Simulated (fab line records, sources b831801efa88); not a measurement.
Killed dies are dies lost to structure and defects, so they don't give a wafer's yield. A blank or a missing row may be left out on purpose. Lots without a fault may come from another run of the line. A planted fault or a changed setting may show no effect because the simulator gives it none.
fab line records | flow sky130
record lots=6 wafers=18 last_day=50
route steps=708 shown SONOS_ONO@182 GATE_OXIDE@187
lots that met no fault: from a run of the same line without faults
start_h: hours from the record's first day to the start of the lot's first wafer shown | wait_h: hours since the lot's step before | " the same as in the row above | L1.1+2: a row that stands for several wafers | - no value, or no start given | * or withheld: withheld | < > ~ a bound
route shown NAME@n: a module of which the file shows steps, and the number in the route of the first | usual: mean/standard deviation of fault-free wafers | same: alike in all rows | chamber/n: place in a boat | sites: the reading at each site | _std_site: their standard deviation | _edge_site: outer sites' mean less inner sites' | radius_mm: how far each site lies from the wafer's centre | mask NAME#n: copy n | behind: the tool/chamber that last shaped the wafer | hold: why the lot was held/for how many hours/how that ended | device: the transistor (n, p or np) that didn't switch | end of line: the same wafers' tests at the end of the route | a step without rows: its recipe alone | killed: dies lost to structure and defects at the first sort, not the wafer's yield | map: a wafer's dies, x killed, . not, _ none there
set.NAME: the setting as run; set.NAME@STEP: as run at that earlier step | model.NAME: the simulator's own value behind a step, which no gauge read
lots at some steps of the route; a table a step, a row a wafer
services: from which hour (start_h, from the record's first day; less than 0 if before it) a tool's chamber was out of use, for how many hours, and why
## steps
# step SKY_SONOS_ONO_OVL_MEAS_14
# usual SONOS_ONO_OVL=-0.6/1.3
# columns lot.wafer tool chamber start_h wait_h SONOS_ONO_OVL[nm]
L299.2 overlay-01 - 318.07 0.1 -2.0
L299.3 " - " " -2.1
L299.6 " - " " -2.3
L300.3 overlay-02 - 327.38 0.1 -1.6
L300.4 " - " " -1.2
L300.6 " - " " -2.4
L302.3 overlay-02 - 340.05 0.1 1.0
L302.5 " - " " -0.1
L302.6 " - " " -1.1
L309.1 overlay-02 - 411.63 0.1 -1.0
L309.2 " - " " -1.2
L309.4 " - " " -0.5
L311.2 overlay-02 - 426.24 0.1 -0.9
L311.4 " - " " -0.1
L311.5 " - " " 0.1
L315.2 overlay-01 - 454.46 0.1 -0.2
L315.3 " - " " -1.8
L315.6 " - " " -1.1
# step SKY_SONOS_ONO_ETCH_15
# recipe target_depth_nm=19.52 chemistry=CHF3/O2 source_w=600 bias_w=200 pressure_mtorr=40 chf3_flow_sccm=50 O2_flow_sccm=5 time_s=7.8
# usual bias_w=200.0/0.57 drypump_motor_current_A=5.7/0.41 oes_product_au=1.001/0.012 throttle_valve_pct=8.825/0.01
# columns lot.wafer tool chamber start_h wait_h bias_w drypump_motor_current_A oes_product_au rf_hours_counter_h throttle_valve_pct
L299.2 rie_diel-01 2 318.10 0.0 199.0 5.9 0.983 58 8.817
L299.3 " 3 " " 200.1 5.6 1.001 1 8.818
L299.6 " 2 " " 199.0 5.9 0.991 - 8.832
L300.3 rie_diel-01 0 327.40 0.0 200.2 6.0 0.993 10 8.827
L300.4 " 1 " " 199.4 5.7 1.020 111 8.838
L300.6 " 0 " " 199.6 6.0 0.996 - 8.831
L302.3 rie_diel-04 0 340.07 0.0 200.2 5.7 1.007 6 8.829
L302.5 " 1 " " 199.2 6.5 0.999 - 8.828
L302.6 " 0 " " 199.6 5.7 0.994 - 8.822
L309.1 rie_diel-04 1 411.67 0.0 199.4 6.5 0.990 68 8.818
L309.2 " 2 " " 200.8 5.8 1.004 1 8.828
L309.4 " 3 " " 200.2 5.7 1.017 3 8.843
L311.2 rie_diel-02 0 426.27 0.0 199.7 5.0 0.997 2 8.828
L311.4 " 3 " " 199.9 6.5 0.993 96 8.815
L311.5 " 2 " " 199.9 5.5 1.010 - 8.823
L315.2 rie_diel-01 2 454.49 0.0 199.8 5.9 0.990 60 8.817
L315.3 " 3 " " 199.9 5.5 1.003 3 8.843
L315.6 " 2 " " 200.3 5.9 1.004 - 8.822
# step SKY_SONOS_ONO_WET_ETCH_16
# recipe chemistry=dHF target_depth_nm=14 dry=n2_spin target=SiO2 dilution=100:1 temp_c=25 time_s=276
# step SKY_SONOS_ONO_STRIP_17
# recipe chemistry=O2/N2 power_w=1400 pressure_mtorr=1500 platen_temp_c=withheld o2_flow_sccm=3000 n2_flow_sccm=300 overash_fraction=0.5
# usual drypump_motor_current_A=6.1/0.42 o2_flow_sccm=3001/10 oes_product_au=0.711/0.0044 strip_time_to_endpoint_s=14.10/0.038
# columns lot.wafer tool chamber start_h wait_h drypump_motor_current_A o2_flow_sccm oes_product_au rf_hours_counter_h strip_time_to_endpoint_s
L299.2 plasma_asher-01 1 318.21 0.0 6.2 2995 0.705 64 14.09
L299.3 " 1 " " 6.3 2999 0.708 - 14.10
L299.6 " 0 " " 5.4 3000 0.710 - 14.05
L300.3 plasma_asher-02 1 327.55 0.0 6.2 3000 0.713 - 14.11
L300.4 " 0 " " 6.3 3005 0.711 - 14.07
L300.6 " 0 " " 6.3 2995 0.711 - 14.06
L302.3 plasma_asher-01 1 340.30 0.0 6.3 3002 0.712 - 14.01
L302.5 " 0 " " 5.5 3005 0.710 - 14.06
L302.6 " 1 " " 6.3 3006 0.707 - 14.03
L309.1 plasma_asher-01 0 411.78 0.0 5.5 2988 0.711 74 14.08
L309.2 " 1 " " 6.3 3007 0.713 74 14.09
L309.4 " 0 " " 5.4 3019 0.705 - 14.15
L311.2 plasma_asher-02 0 426.38 0.0 6.3 3010 0.715 61 14.14
L311.4 " 1 " " 6.2 3024 0.713 - 14.14
L311.5 " 0 " " 6.3 3015 0.706 - 14.14
L315.2 plasma_asher-03 0 454.59 0.0 5.7 3010 0.707 3 14.07
L315.3 " 1 " " 6.8 3002 0.705 - 14.12
L315.6 " 0 " " 5.7 3020 0.708 - 14.09
# step SKY_SONOS_ONO_WET_ETCH_18
# recipe chemistry=H3PO4 target_depth_nm=15 target=Si3N4 temp_c=160 time_s=172
# step SKY_GATE_OXIDE_CLEAN_00
# recipe chemistry=SC1/SC2 mix=1:4:20 temp_c=70 time_s=150 dry=n2_spin
# step SKY_GATE_OXIDE_OXIDATION_01
# recipe temp_c=900 ambient=O2 stabilise_s=600 purge_s=300 target_thk_a=102.68 ox_time_s=1473
# step SKY_GATE_OXIDE_THK_MEAS_02
# recipe reads=SiO2_of_GATE_OXIDE_OXIDATION_01
# usual GATE_OXIDE_OXIDATION_00_THK=10.28/0.21
# columns lot.wafer tool chamber start_h wait_h GATE_OXIDE_OXIDATION_00_THK[nm]
L299.2 film_metro-01 - 319.84 0.0 10.33
L299.3 " - " " 10.44
L299.6 " - " " 10.40
L300.3 film_metro-01 - 329.40 0.0 9.89
L300.4 " - " " 9.91
L300.6 " - " " 10.08
L302.3 film_metro-02 - 343.90 0.0 9.89
L302.5 " - " " 10.07
L302.6 " - " " 10.05
L309.1 film_metro-02 - 413.54 0.0 10.32
L309.2 " - " " 10.47
L309.4 " - " " 10.29
L311.2 film_metro-01 - 428.00 0.0 10.40
L311.4 " - " " 10.23
L311.5 " - " " 10.12
L315.2 film_metro-01 - 456.22 0.0 10.06
L315.3 " - " " 10.02
L315.6 " - " " 10.13
# step SKY_GATE_OXIDE_DEHYDRATE_03
# recipe temp_c=200 time_s=60
# step SKY_GATE_OXIDE_HMDS_04
# recipe prime_time_s=60 prime_temp_c=120
# step SKY_GATE_OXIDE_COAT_05
# recipe resist=NOVOLAK spin_rpm=3000 resist_thk_nm=1140
# step SKY_GATE_OXIDE_SOFTBAKE_06
# recipe temp_c=90 time_s=60 resist=NOVOLAK
# step SKY_GATE_OXIDE_EXPOSE_07
# recipe mask_id=LVOM na=0.6 source_shape=conventional sigma_outer=0.6 polarization=unpolarized target_cd_nm=600 dose_mj=170
# usual exposure_dose_mJ_cm2=170.01/0.14 focus_offset_nm=-0.1/0.54 stage_vel_mm_s=499.99/0.26
# columns lot.wafer tool chamber start_h wait_h mask exposure_dose_mJ_cm2 focus_offset_nm stage_vel_mm_s
L299.2 iline_stepper-02 - 333.20 - LVOM#0 - - -
L299.3 " - " " LVOM#0 - - -
L299.6 " - " " LVOM#0 - - -
L300.3 iline_stepper-01 - 342.56 - LVOM#0 - - -
L300.4 " - " " LVOM#0 - - -
L300.6 " - " " LVOM#0 - - -
L302.3 iline_stepper-02 0 357.69 - LVOM#0 170.30 -0.2 500.13
L302.5 " 0 " " LVOM#0 170.09 -0.1 499.50
L302.6 " 0 " " LVOM#0 170.03 0.1 499.91
L309.1 iline_stepper-01 0 428.70 - LVOM#0 170.03 0.0 499.68
L309.2 " 0 " " LVOM#0 169.84 0.2 500.03
L309.4 " 0 " " LVOM#0 169.98 -0.5 499.84
L311.2 iline_stepper-01 0 443.12 - LVOM#0 169.92 -1.2 499.63
L311.4 " 0 " " LVOM#0 169.92 -1.4 500.24
L311.5 " 0 " " LVOM#0 169.90 -1.9 500.55
L315.2 iline_stepper-02 0 472.19 - LVOM#0 170.07 -0.2 500.00
L315.3 " 0 " " LVOM#0 170.04 -0.7 500.13
L315.6 " 0 " " LVOM#0 169.98 0.7 499.72
# step SKY_GATE_OXIDE_PEB_08
# recipe temp_c=withheld time_s=* resist=NOVOLAK
## services
# columns tool chamber start_h hours kind
iline_stepper-02 - 306.54 1.7 pm
plasma_asher-03 - 314.18 2.8 pm
rie_diel-04 - 319.53 2.8 pm
rie_diel-01 2 320.62 3.1 repair
rie_diel-04 2 323.63 16.6 repair
rie_diel-04 1 325.44 4.7 repair
rie_diel-02 0 332.10 1.6 repair
rie_diel-04 1 333.34 1.4 repair
rie_diel-02 3 343.39 12.2 repair
rie_diel-04 3 345.24 5.5 repair
plasma_asher-02 - 378.95 1.7 repair
rie_diel-02 1 384.22 17.6 repair
plasma_asher-03 - 386.08 3.9 repair
rie_diel-01 1 393.61 - clean
rie_diel-01 1 393.61 22.4 scheduled_down
rie_diel-01 1 393.61 22.4 vent_cycle
rie_diel-04 2 394.00 3.2 repair
rie_diel-04 1 396.01 8.5 repair
plasma_asher-01 - 414.34 14.6 pm
plasma_asher-03 - 421.25 9.0 pm
rie_diel-01 2 422.46 1.4 repair
plasma_asher-02 - 439.47 21.2 repair
plasma_asher-01 - 453.33 28.1 pm
iline_stepper-02 - 465.72 2.1 pm
## key
first_sign step=SKY_GATE_OXIDE_EXPOSE_07 reading=tool_record direction=missing
effect none on later readings
met_at SKY_GATE_OXIDE_EXPOSE_07
struck_wafers L299.2,L299.3,L299.6,L300.3,L300.4,L300.6
later_rows_left_out L299.2,L299.3,L299.6,L300.3,L300.4,L300.6
sort_left_out L299.2,L299.3,L299.6,L300.3,L300.4,L300.6
tester_left_out L299,L300
fault kind=skipped_step_whole tool=iline_stepper-01,iline_stepper-02 chamber=- onset_h=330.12 steps=SKY_GATE_OXIDE_EXPOSE_07 scope=struck_lots_only
# tester_left_out: of these lots the tester's yield and bins aren't shown, on N5 and GAA mostly nor the transistor test; their killed dies are dies lost to structure and defects alone, not to doping, threshold or leakage, so they don't give the yield
# sort_left_out: the simulated sort isn't trusted on such a fault, so these wafers' sort isn't shown, and their yield isn't known
# later_rows_left_out: the simulator's readings of these wafers behind a module that went badly wrong aren't trusted and aren't shown, but for the sort
